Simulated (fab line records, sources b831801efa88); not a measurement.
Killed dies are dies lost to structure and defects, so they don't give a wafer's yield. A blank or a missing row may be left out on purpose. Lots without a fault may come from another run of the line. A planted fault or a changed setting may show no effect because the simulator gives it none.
Chamber matching | flow gf180mcu | GF_V4_CMP_04 on cmp-01: 4 sister chambers
The step polishes SiO2. 4 wafers are shown with their chamber, then 7 later ones without.

WAFERS WITH THEIR CHAMBER
wafer  | chamber | motor_current_A (A)
L608.6 | 2       | 11.8
L617.3 | 1       | 11.4
L620.1 | 0       | 12.2
L620.2 | 3       | 10.2

WAFERS WITHOUT THEIR CHAMBER
wafer  | motor_current_A (A)
L620.3 | 11.6
L622.2 | 11.6
L622.3 | 11.6
L622.5 | 11.5
L625.4 | 12.2
L625.5 | 11.9
L625.6 | 10.7

WHICH CHAMBER EACH WENT THROUGH
wafer  | from the rows above          | in truth
L620.3 | can't be placed: 1 or 2 or 0 | 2
L622.2 | can't be placed: 1 or 2 or 0 | 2
L622.3 | can't be placed: 1 or 2 or 0 | 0
L622.5 | can't be placed: 1 or 2      | 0
L625.4 | can't be placed: 0 or 2      | 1
L625.5 | can't be placed: 2 or 0 or 1 | 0
L625.6 | can't be placed: 3 or 1      | 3
Placed correctly: 0 of 7. Can't be placed from these rows: 7 (the true chamber is among the candidates in 5). Placed wrongly: 0.
How it was worked out, from the rows above alone: a wafer's distance from a chamber is the root of the sum, over the readings, of the square of ((its reading less the chamber's mean) divided by the reading's scatter). The wafer belongs to the nearest chamber; if the next one is less than 2 further off, it can't be placed. A chamber's mean is the mean of its shown wafers. The scatter: with one shown wafer a chamber, the root of the mean of the squares of how far each hidden wafer lies from its nearest shown one.
